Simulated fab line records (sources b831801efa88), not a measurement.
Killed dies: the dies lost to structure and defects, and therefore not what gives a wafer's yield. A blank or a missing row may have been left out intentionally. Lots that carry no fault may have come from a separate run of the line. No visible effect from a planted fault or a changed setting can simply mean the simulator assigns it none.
Which tool is to blame?	flow sky130	Sampling: 14 lots, 42 wafers, 5 of 708 route steps

== WHAT THE GAUGES READ, wafer by wafer ==
SKY_SONOS_ONO_THK_MEAS_01.
lot	measured	on	SONOS_ONO_OXIDATION_THK (nm)
L231	day 11 07:56	film-metro-02	2.73 2.63 2.62
L232	day 11 18:47	film-metro-02	2.55 2.59 2.60
L233	day 11 23:26	film-metro-04	2.53 2.58 2.63
L234	day 12 14:28	film-metro-02	2.65 2.66 2.58
L235	day 12 22:15	film-metro-04	2.54 2.50 2.52
L236	day 13 09:04	film-metro-04	2.71 2.63 2.66
L237	day 13 12:07	film-metro-04	2.63 2.64 2.68
L238	day 13 20:31	film-metro-04	2.59 2.57 2.53
L239	day 14 04:11	film-metro-04	2.57 2.61 2.64
L240	day 14 12:32	film-metro-02	2.61 2.51 2.53
L241	day 15 03:40	film-metro-03	2.69 2.68 2.62
L243	day 15 13:14	film-metro-03	2.59 2.60 2.61
L247	day 16 16:54	film-metro-03	2.58 2.53 2.54
L248	day 17 01:28	film-metro-04	2.54 2.60 2.54

SKY_SONOS_ONO_THK_MEAS_03.
lot	measured	on	SONOS_ONO_CVD_02_THK (nm)
L231	day 11 09:03	film-metro-02	10.61 10.76 10.74
L232	day 11 22:46	film-metro-02	10.56 10.59 10.69
L233	day 12 02:58	film-metro-02	10.36 10.52 10.44
L234	day 13 12:28	film-metro-02	10.52 10.54 10.50
L235	day 13 12:27	film-metro-03	10.23 10.28 10.34
L236	day 13 12:27	film-metro-04	10.35 10.41 10.41
L237	day 13 16:39	film-metro-02	10.55 10.40 10.45
L238	day 14 01:55	film-metro-02	10.52 10.45 10.53
L239	day 14 05:38	film-metro-03	10.52 10.65 10.61
L240	day 14 13:39	film-metro-04	10.74 10.76 10.89
L241	day 15 04:47	film-metro-03	10.64 10.59 10.53
L243	day 15 14:45	film-metro-04	10.64 10.57 10.68
L247	day 16 18:52	film-metro-04	10.54 10.60 10.60
L248	day 17 03:01	film-metro-02	10.71 10.68 10.62

SKY_POLY_GATE_THK_MEAS_01.
lot	measured	on	POLY_GATE_CVD_00_THK (nm)
L231	day 13 14:38	film-metro-01	182.3 181.6 181.1
L232	day 14 05:05	film-metro-03	181.8 181.3 182.1
L233	day 14 12:23	film-metro-03	180.7 181.3 180.9
L234	day 16 08:52	film-metro-03	179.6 181.0 180.7
L235	day 16 08:51	film-metro-04	181.5 180.6 180.4
L236	day 16 08:51	film-metro-01	180.2 180.0 180.8
L237	day 16 15:31	film-metro-01	180.2 180.2 179.9
L238	day 16 15:31	film-metro-03	180.4 181.9 182.2
L239	day 16 19:38	film-metro-04	181.5 182.0 182.1
L240	day 17 07:55	film-metro-03	182.0 179.3 180.4
L241	day 17 22:29	film-metro-01	179.0 180.9 180.8
L243	day 18 07:08	film-metro-04	178.7 178.1 177.7
L247	day 19 11:40	film-metro-03	238.6 236.5 236.4 238.7 236.5 236.0
L248	day 19 19:43	film-metro-03	239.0 238.9 238.1 239.1 238.9 238.0

SKY_POLY_GATE_CD_MEAS_13: the cd target is 150 nm.
lot	measured	on	cd-nm (nm)
L231	day 16 00:05	cd-sem-01	151.1 151.1 152.3
L232	day 16 10:46	cd-sem-01	152.6 153.0 150.7
L233	day 16 18:39	cd-sem-01	151.3 151.2 150.6
L234	day 19 00:42	cd-sem-02	148.0 149.2 148.0
L235	day 19 01:02	cd-sem-01	150.3 150.3 150.5
L236	day 18 19:53	cd-sem-02	150.8 151.8 151.6
L237	day 19 06:26	cd-sem-02	152.2 152.1 151.6
L238	day 19 05:48	cd-sem-01	152.5 153.9 153.5
L239	day 19 09:47	cd-sem-02	151.9 151.1 152.2
L240	day 21 01:55	cd-sem-01	151.9 150.9 151.2
L241	day 21 03:28	cd-sem-01	153.1 150.5 150.9
L243	day 21 04:42	cd-sem-01	152.0 152.7 149.9
L247	day 22 03:22	cd-sem-01	153.1 151.8 152.9
L248	day 22 07:42	cd-sem-01	151.5 151.8 152.2

== EACH LOT AND THE TOOL THAT RAN IT (in order: tool; ch and the chambers of the sampled wafers; start) ==
lot	SKY_POLY_GATE_CVD_00
L231	lpcvd-01 ch 0, day 13 13:25
L232	lpcvd-01 ch 1, day 14 03:52
L233	lpcvd-01 ch 0, day 14 11:10
L234	lpcvd-01 ch 1, day 16 07:39
L235	lpcvd-01 ch 0, day 16 07:39
L236	lpcvd-01 ch 0, day 16 07:39
L237	lpcvd-01 ch 1, day 16 14:18
L238	lpcvd-01 ch 1, day 16 14:18
L239	lpcvd-01 ch 0, day 16 18:26
L240	lpcvd-01 ch 1, day 17 06:41
L241	lpcvd-01 ch 1, day 17 21:16
L243	lpcvd-01 ch 0, day 18 05:55
L247	lpcvd-01 ch 1, day 19 10:28
L248	lpcvd-01 ch 1, day 19 18:30
- SKY_POLY_GATE_CVD_00: deposits poly-Si, target thk 180 nm, time 720 s.

== WHAT THE TOOLS THEMSELVES READ (means of the sampled wafers that have a number; where no wafer has one, the mark that the record gives instead) ==
SKY_POLY_GATE_CVD_00.
lot	tool	pressure-mtorr (mTorr)
L231	lpcvd-01	199.8
L232	lpcvd-01	200.1
L233	lpcvd-01	199.5
L234	lpcvd-01	199.9
L235	lpcvd-01	200.1
L236	lpcvd-01	200.0
L237	lpcvd-01	199.6
L238	lpcvd-01	200.1
L239	lpcvd-01	199.2
L240	lpcvd-01	200.0
L241	lpcvd-01	199.3
L243	lpcvd-01	200.1
L247	lpcvd-01	199.8
L248	lpcvd-01	199.6

== THE ANSWER, worked out from the rows above alone ==
Rule: the usual values come from the lots themselves. The widest of any qualifying gaps counts: lots, ordered by their means at a reading, are off when they make up no more than a third of the lots, leave a main group of 4 or more, and stand apart from it by 3 or more times the standard deviation of that group's means. Not used: any main group whose means are identical at the precision the tables above print for the reading. A lot without any number at a reading at which 4 lots or more have one is off too. The other lots that the step has rows for count as sound. First the gauges in route order, then the tools' own readings, where a lot's mean is used as printed above. The first step at which some lot is off is used, and at that step the reading that is off furthest; a lot without a number counts as furthest.
Off: L247, L248, seen at SKY_POLY_GATE_THK_MEAS_01 (POLY_GATE_CVD_00_THK). Mean 180.7 nm and standard deviation 0.97 in the main group.
If a tool, at a process step before that reading, ran all the lots that are off and no sound lot after the first of them, it fits. Those tools and the gauges at SKY_POLY_GATE_THK_MEAS_01 are tried in the same way. Can't be told from this: 2 tools fit, lpcvd-01 at SKY_POLY_GATE_CVD_00, film-metro-03 at SKY_POLY_GATE_THK_MEAS_01.

== WHAT THE SIMULATOR HAD INSERTED ==
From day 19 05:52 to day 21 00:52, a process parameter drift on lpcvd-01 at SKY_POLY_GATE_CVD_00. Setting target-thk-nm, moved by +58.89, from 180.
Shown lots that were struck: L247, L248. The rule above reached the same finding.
